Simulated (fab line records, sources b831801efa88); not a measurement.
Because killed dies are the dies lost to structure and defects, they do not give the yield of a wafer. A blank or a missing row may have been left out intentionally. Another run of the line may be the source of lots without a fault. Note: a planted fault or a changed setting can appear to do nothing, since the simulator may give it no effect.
A struck lot beside a sound one    flow sky130    44 out of 708 route steps
Sound: these wafers, L236.4, L236.5, L236.6. The struck wafers were L248.3, L248.5, L248.6. The cause comes at the end.
At each step with rows: each side's tool, then ch and its chambers, then its first start. Under that, the readings that differ: sound wafers    struck wafers    difference of the means    sigmas: that difference in standard deviations of wafers without a fault.
alike: readings whose means differ by less than 2 such deviations, and words and numbers that are the same on both sides. not compared: withheld readings, readings that some wafer has no value for, bounds like >300 that may hide the same value, and numbers for which the record gives no deviation and whose values overlap.
Wherever a step has rows on one side only, a row that says differs or no value, or a row with sigmas, the two part there. Numbers that don't overlap but have no deviation are shown without sigmas and don't part them. A reading that every wafer of one side lacks parts them only if that side has two wafers or more.

first, 1 step without rows for these wafers: SKY_SONOS_ONO_CVD_04 (deposits SiO2 from SiH4/N2O, target thk 5.7199 nm).
SKY_SONOS_ONO_THK_MEAS_05:
  sound on film-metro-02, day 11 23:29; struck on film-metro-02, day 16 04:31
  alike: SONOS_ONO_CVD_04_THK
then, 7 steps without rows for these wafers: SKY_SONOS_ONO_DEHYDRATE_06 (time 60 s); SKY_SONOS_ONO_HMDS_07 (prime time 60 s); SKY_SONOS_ONO_COAT_08 (resist thk 1140 nm); SKY_SONOS_ONO_SOFTBAKE_09 (time 60 s); SKY_SONOS_ONO_EXPOSE_10 (exposes mask ONOM, target cd 410 nm); SKY_SONOS_ONO_PEB_11; SKY_SONOS_ONO_DEVELOP_12 (develop time 60 s).
SKY_SONOS_ONO_CD_MEAS_13: target cd 410 nm.
  sound on cd-sem-02, day 12 23:55; struck on cd-sem-01, day 17 09:50
  alike: cd-nm
SKY_SONOS_ONO_OVL_MEAS_14:
  sound on overlay-01, day 13 00:00; struck on overlay-02, day 17 09:56
  alike: SONOS_ONO_OVL
SKY_SONOS_ONO_ETCH_15: etches the open film in CHF3/O2, target depth 19.52 nm, time 7.8 s.
  sound on rie-diel-02 ch 0,1, day 13 00:01; struck on rie-diel-03 ch 0,3, day 17 09:58
  alike: chamber-pressure-mTorr, drypump-motor-current-A, oes-product-au, throttle-valve-pct
  not compared: rf-hours-counter-h
SKY_SONOS_ONO_WET_ETCH_16: etches SiO2 in dHF, target depth 14 nm, time 280 s.
  sound on wet-bench-02 ch 1, day 13 00:02; struck on wet-bench-02 ch 2, day 17 09:59
reading                                     sound              struck             difference  sigmas
run-length-s (s)                            313 313 313        606 606 606        +293        +70
model.SiO2_of_FIELD_ISO_CVD_24.thk-nm (nm)  383.4 383.8 382.9  368.7 368.7 367.2  -15.2       
  alike: bath-heat-duty-pct, temp-c
SKY_SONOS_ONO_STRIP_17: strips in O2/N2.
  sound on plasma-asher-01 ch 0,1, day 13 00:10; struck on plasma-asher-03 ch 0,1, day 17 10:06
  alike: chamber-pressure-mTorr, drypump-motor-current-A, oes-product-au, strip-time-to-endpoint-s
  not compared: rf-hours-counter-h
then, 3 steps without rows for these wafers: SKY_SONOS_ONO_WET_ETCH_18 (etches Si3N4 in H3PO4, target depth 15 nm, time 172 s); SKY_GATE_OXIDE_CLEAN_00 (cleans in SC1/SC2, time 150 s); SKY_GATE_OXIDE_OXIDATION_01 (stabilise 600 s, purge 300 s, target thk 10.268 nm).
SKY_GATE_OXIDE_THK_MEAS_02:
  sound on film-metro-04, day 13 02:25; struck on film-metro-02, day 17 11:42
  alike: GATE_OXIDE_OXIDATION_00_THK
then, 7 steps without rows for these wafers: SKY_GATE_OXIDE_DEHYDRATE_03 (time 60 s); SKY_GATE_OXIDE_HMDS_04 (prime time 60 s); SKY_GATE_OXIDE_COAT_05 (resist thk 1140 nm); SKY_GATE_OXIDE_SOFTBAKE_06 (time 60 s); SKY_GATE_OXIDE_EXPOSE_07 (exposes mask LVOM, target cd 600 nm); SKY_GATE_OXIDE_PEB_08; SKY_GATE_OXIDE_DEVELOP_09 (develop time 60 s).
SKY_GATE_OXIDE_OVL_MEAS_10:
  sound on overlay-01, day 14 03:53; struck on overlay-02, day 18 17:46
  alike: GATE_OXIDE_OVL
then, 2 steps without rows for these wafers: SKY_GATE_OXIDE_IMPLANT_11; SKY_GATE_OXIDE_WET_ETCH_12 (etches SiO2 in dHF, target depth 16.8 nm, time 336 s).
SKY_GATE_OXIDE_STRIP_13: strips in O2/N2.
  sound on plasma-asher-03 ch 0,1, day 14 04:11; struck on plasma-asher-01 ch 0,1, day 18 18:05
  alike: chamber-pressure-mTorr, drypump-motor-current-A, oes-product-au, strip-time-to-endpoint-s
  not compared: rf-hours-counter-h
SKY_GATE_OXIDE_TW_MEAS_14:
  sound on film-metro-01, day 14 04:17; struck on film-metro-01, day 18 18:10
  alike: GATE_OXIDE_TW
then, 3 steps without rows for these wafers: SKY_GATE_OXIDE_CLEAN_15 (cleans in SC1/SC2, time 150 s); SKY_GATE_OXIDE_OXIDATION_16 (stabilise 600 s, purge 300 s, target thk 3.57 nm); SKY_POLY_GATE_CVD_00 (deposits poly-Si, target thk 180 nm, time 720 s).
SKY_POLY_GATE_THK_MEAS_01:
  sound on film-metro-03, day 14 08:23; struck on film-metro-04, day 18 22:57
  alike: POLY_GATE_CVD_00_THK
then, 8 steps without rows for these wafers: SKY_RES_PROTECT_DEHYDRATE_00 (time 60 s); SKY_RES_PROTECT_HMDS_01 (prime time 60 s); SKY_RES_PROTECT_COAT_02 (resist thk 1140 nm); SKY_RES_PROTECT_SOFTBAKE_03 (time 60 s); SKY_RES_PROTECT_EXPOSE_04 (exposes mask RPM, target cd 1270 nm); SKY_RES_PROTECT_PEB_05; SKY_RES_PROTECT_DEVELOP_06 (develop time 60 s); SKY_POLY_GATE_IMPLANT_02.
-- the record jumps here: 14 days lie between the struck wafers' starts before and after (it left off in module POLY_GATE and takes up again in module SALICIDE, whose first step shown is number 361 of the route) --
SKY_SALICIDE_CLEAN_00: cleans in HF-last, time 30 s.
  sound on wet-bench-02 ch 3, day 28 02:33; struck on wet-bench-04 ch 2, day 32 18:15
reading                                     sound              struck             difference  sigmas
model.SiO2_of_FIELD_ISO_CVD_24.thk-nm (nm)  358.1 358.5 357.7  343.5 343.3 341.9  -15.2       
-- the record jumps here: 17 days lie between the struck wafers' starts before and after (it left off in module SALICIDE and takes up again in module PAD_OPEN, whose first step shown is number 708 of the route) --
SKY_PAD_OPEN_PROBE_99:
  sound on prober-02, day 46 00:58; struck on prober-01, day 49 06:33
reading                                    sound                 struck                difference  sigmas
model.etest.cap-li-to-poly.c-af-um2        95.79 98.38 101.7     93.42 92.97 92.45     -5.68       
model.etest.cap-poly-to-well.c-af-um2      90.89 90.2 91.95      94.19 96.98 94.65     +4.26       
model.etest.field-n.vt-v (V)               35.64 35.82 36.36     34.16 33.98 33.88     -1.93       
model.etest.sram-nfet-pass.off-log10-a-um  -12.85 -12.49 -12.77  -12.17 -12.35 -12.16  +0.48       
model.etest.nfet_01v8.off-log10-a-um       -13.28 -13.34 -13.44  -13.13 -13.08 -13.22  +0.21       
model.etest.sram-nfet-pass.vt-v (V)        0.6981 0.6512 0.6774  0.6453 0.6495 0.6471  -0.0283     
model.etest.sram-nfet-pass.vt-sat-v (V)    0.5963 0.5535 0.5804  0.5446 0.5498 0.5446  -0.0304     
  alike: killed_at_M0_to_M3, killed_at_M4_up, killed-at-contacts, killed-at-front-end, killed-at-other, killed-dies, killed-open, killed-short

== WHERE THEY PART ==
At SKY_SONOS_ONO_WET_ETCH_16 and nowhere else, as far as this record goes. Later steps at which nothing parts them and some readings are alike: SKY_SONOS_ONO_STRIP_17, SKY_GATE_OXIDE_THK_MEAS_02, SKY_GATE_OXIDE_OVL_MEAS_10, SKY_GATE_OXIDE_STRIP_13, SKY_GATE_OXIDE_TW_MEAS_14, SKY_POLY_GATE_THK_MEAS_01, SKY_PAD_OPEN_PROBE_99.

WHY: whatever the simulator had introduced
wet-bench-02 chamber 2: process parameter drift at SKY_SONOS_ONO_WET_ETCH_16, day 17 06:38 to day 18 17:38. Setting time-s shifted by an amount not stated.
